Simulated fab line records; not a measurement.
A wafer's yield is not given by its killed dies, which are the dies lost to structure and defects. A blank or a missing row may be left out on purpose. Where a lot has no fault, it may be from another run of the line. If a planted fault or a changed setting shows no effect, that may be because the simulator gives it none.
Comparing a struck lot with a sound one -- flow sky130 -- 15 out of 708 route steps
Sound: wafers L426.1, L426.3, L426.5. Struck: wafers L422.1, L422.2, L422.3. Last of all comes the cause.
Order at every step that has rows: each side's tool, ch and its chambers, its first start. Under that, the readings that differ: sound wafers -- struck wafers -- difference of the means -- sigmas: that difference in standard deviations of wafers without a fault.
alike: readings whose means differ by less than 2 such deviations, and words and numbers that are the same on both sides. not compared: withheld readings, readings that some wafer has no value for, bounds like >300 that may hide the same value, and numbers for which the record gives no deviation and whose values overlap.
A row with sigmas, a row that says differs or no value, or rows on one side alone: a step with any of these is where the two part. Non-overlapping numbers with no deviation appear without sigmas and do not part them. Lack of a reading on every wafer of one side parts them only where that side has two or more wafers.

SKY_VIA2_BOW_MEAS_03:
  sound on film_metro-02 at day 40 15:46; struck on film_metro-02 at day 39 11:16
  alike: VIA2_BOW
then, 8 steps without rows for these wafers: SKY_VIA2_DEHYDRATE_04 (time 60 s); SKY_VIA2_HMDS_05 (prime time 60 s); SKY_VIA2_COAT_06 (resist thk 60 nm); SKY_VIA2_COAT_07 (resist thk 450 nm); SKY_VIA2_SOFTBAKE_08 (time 90 s); SKY_VIA2_EXPOSE_09 (exposes mask VIM2, target cd 200 nm); SKY_VIA2_PEB_10; SKY_VIA2_DEVELOP_11 (develop time 60 s).
SKY_VIA2_CD_MEAS_12: the cd target is 200 nm.
  sound on cd_sem-02 at day 41 14:08; struck on cd_sem-01 at day 40 11:28
reading,sound,struck,difference,sigmas
cd_nm (nm),197.3 198.9 200.1,203.2 203.8 201.6,+4.1,+3
SKY_VIA2_OVL_MEAS_13:
  sound on overlay-02 at day 41 14:15; struck on overlay-01 at day 40 11:35
  alike: VIA2_OVL
SKY_VIA2_ETCH_14: etches BARC in N2/H2, stops on SiO2, time 45.9 s, target depth 60 nm.
  sound on rie_diel-04 ch 1,3, day 41 14:17; struck on rie_diel-03 ch 0,1,2, day 40 11:37
  alike: drypump_motor_current_A, oes_product_au, rf_fwd_power_W, throttle_valve_pct
  not compared: rf_hours_counter_h
SKY_VIA2_ETCH_15: etches SiO2 in C4F8/O2/Ar, stops on TiN, target depth 546 nm, time 84 s.
  sound on rie_diel-04 ch 1,3, day 41 14:20; struck on rie_diel-03 ch 0,1,2, day 40 11:40
reading,sound,struck,difference,sigmas
oes_product_au (a.u.),0.944 0.950 0.935,0.933 0.926 0.936,-0.011,-3
rf_fwd_power_W (W),1483 1493 1489,1245 1256 1248,-239,-41
model.KrF-thick_of_VIA2_COAT_07.thk_nm (nm),283 282.1 281.8,293.7 294.5 290.9,+10.7,
  not compared: rf_hours_counter_h
SKY_VIA2_STRIP_16: strips in O2/N2.
  sound on plasma_asher-03 ch 0,1, day 41 14:23; struck on plasma_asher-03 ch 0,1, day 40 11:43
reading,sound,struck,difference,sigmas
strip_time_to_endpoint_s (s),4.050 4.027 4.020,4.157 4.154 4.122,+0.112,+4
  alike: drypump_motor_current_A, o2_flow_sccm, oes_product_au
  not compared: rf_hours_counter_h
then, 1 step without rows for these wafers: SKY_VIA2_STRIP_17 (strips in post etch residue remover, time 1200 s).

WHERE THEY PART
Last at SKY_VIA2_STRIP_16 as far as this record goes, first at SKY_VIA2_CD_MEAS_12.

WHY: what the simulator had put in
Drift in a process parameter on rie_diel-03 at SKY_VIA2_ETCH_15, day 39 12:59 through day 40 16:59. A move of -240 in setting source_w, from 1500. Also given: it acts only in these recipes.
